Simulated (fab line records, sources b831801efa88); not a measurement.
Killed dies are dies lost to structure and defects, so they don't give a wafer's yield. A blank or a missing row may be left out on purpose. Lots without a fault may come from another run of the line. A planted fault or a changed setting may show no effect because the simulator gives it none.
One fault seen from 2 desks | flow gf180mcu | each desk has only its own numbers; what lay behind them comes last

THE TOOL OWNER'S DESK: pvd_sputter-02
The tool's own readings at GF_TOP_METAL_SPUTTER_04 (material TiN, target thk 25 nm, time 20.8 s): means of the sampled wafers that have a number, for each lot that ran on this tool. A lot is out of limits, marked OUT, if its mean lies more than 4 standard deviations from the usual mean; the brackets give that distance.
Columns: A = throttle_valve_pct at GF_TOP_METAL_SPUTTER_04, usual 30.4 %
lot  | first seen here | A
L463 | day 28 09:58    | 30.5
L464 | day 28 11:02    | 30.1
L467 | day 29 13:52    | 31.0
L471 | day 30 13:03    | 30.8
L472 | day 30 20:34    | 30.7
This desk's finding: nothing out of limits on any of the 5 lots.

THE METROLOGY DESK
What the gauges read, lot by lot, whatever tool the lot ran on: means of the sampled wafers that have a number. A lot is out of limits, marked OUT, if its mean lies more than 4 standard deviations from the usual mean; the brackets give that distance.
Columns: A = V5_CVD_02_THK at GF_V5_THK_MEAS_03, usual 1461 nm
lot  | first seen here | A
L462 | day 27 04:46    | 1448
L463 | day 27 11:45    | 1436
L464 | day 27 12:38    | 1453
L465 | day 28 04:38    | 1463
L467 | day 28 16:37    | 1440
L469 | day 29 00:55    | 1454
L471 | day 29 15:48    | 1454
L472 | day 29 23:37    | 1464
L478 | day 31 16:03    | 1436
L479 | day 31 23:34    | 1458
L480 | day 32 06:44    | 1482
L481 | day 32 10:08    | 1467
L483 | day 32 19:20    | 1470
This desk's finding: nothing out of limits on any of the 13 lots.

PUT TOGETHER
The tool owner's desk saw nothing out of limits.
The metrology desk saw nothing out of limits.

WHAT THE SIMULATOR HAD PUT IN
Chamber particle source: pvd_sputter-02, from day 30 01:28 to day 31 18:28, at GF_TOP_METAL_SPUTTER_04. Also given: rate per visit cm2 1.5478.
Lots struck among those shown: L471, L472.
